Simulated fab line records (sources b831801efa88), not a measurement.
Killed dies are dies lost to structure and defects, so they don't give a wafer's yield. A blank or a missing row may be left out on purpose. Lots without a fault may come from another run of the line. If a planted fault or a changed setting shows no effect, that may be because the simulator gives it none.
One fault through the eyes of 2 desks || flow gf180mcu || only its own numbers are on each desk; what lay behind them is given at the end

FROM THE METROLOGY DESK
Means of the sampled wafers that have a number, per lot and without regard to the tool the lot ran on: this is what the gauges read. Any lot whose mean is over 4 standard deviations away from the usual mean is out of limits and marked OUT; that distance is given in the brackets.
Columns: A = cd-nm at GF_V2_CD_MEAS_14, usual 260.3 nm
{"lot": "L929", "first seen here": "day 20 13:44", "A": 260.3}
{"lot": "L930", "first seen here": "day 20 21:00", "A": 262.4}
{"lot": "L931", "first seen here": "day 21 09:31", "A": 259.8}
{"lot": "L932", "first seen here": "day 22 04:29", "A": 259.7}
{"lot": "L933", "first seen here": "day 22 10:52", "A": 260.4}
{"lot": "L934", "first seen here": "day 22 17:33", "A": 259.9}
{"lot": "L935", "first seen here": "day 23 00:50", "A": 259.5}
{"lot": "L937", "first seen here": "day 24 00:55", "A": 260.4}
{"lot": "L940", "first seen here": "day 25 01:16", "A": 261.3}
{"lot": "L944", "first seen here": "day 25 22:35", "A": 258.6}
{"lot": "L948", "first seen here": "day 27 00:38", "A": 260.5}
{"lot": "L950", "first seen here": "day 27 14:28", "A": 262.1}
{"lot": "L951", "first seen here": "day 28 01:10", "A": 261.0}
Finding of this desk: none of the 13 lots has anything out of limits.

AT THE TOOL OWNER'S DESK: litho-track-01
The tool's own readings at GF_M3_SOFTBAKE_10 (time 60 s): means of the sampled wafers that have a number, for each lot that ran on this tool. Any lot whose mean is over 4 standard deviations away from the usual mean is out of limits and marked OUT; that distance is given in the brackets.
Columns: A = chill-plate-temp-C at GF_M3_SOFTBAKE_10, usual 22.98 C; B = run-length-s at GF_M3_SOFTBAKE_10, usual 89.27 s
{"lot": "L929", "first seen here": "day 21 04:02", "A": 23.04, "B": 89.19}
{"lot": "L931", "first seen here": "day 21 23:02", "A": 22.94, "B": 89.05}
{"lot": "L934", "first seen here": "day 23 07:34", "A": 22.98, "B": 89.31}
{"lot": "L937", "first seen here": "day 24 13:47", "A": 23.01, "B": 89.17}
{"lot": "L940", "first seen here": "day 25 14:02", "A": 22.89, "B": 89.23}
{"lot": "L944", "first seen here": "day 26 10:46", "A": 22.97, "B": "100.43 (+74) OUT"}
{"lot": "L948", "first seen here": "day 27 11:58", "A": 22.94, "B": "100.31 (+74) OUT"}
This desk finds L944, L948 out of limits, L944 being first, at day 26 10:46 (run-length-s at GF_M3_SOFTBAKE_10). L929, L931, L934, L937, L940 stayed within limits.

BROUGHT TOGETHER
On L944, L948, at day 26 10:46, an alarm was possible from the tool owner's desk.
At the metrology desk, nothing out of limits was observed.
The metrology desk has L944, L948 on record, within its limits.
All the named lots went through GF_M3_SOFTBAKE_10 on litho-track-01.

WHAT WAS PUT IN BY THE SIMULATOR
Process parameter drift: litho-track-01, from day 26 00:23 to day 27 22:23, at GF_M3_SOFTBAKE_10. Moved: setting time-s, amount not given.
Struck lots among those shown: L944, L948.
Delay in hours, fault start to first out-of-limits reading, by desk: the tool owner's desk at 10.
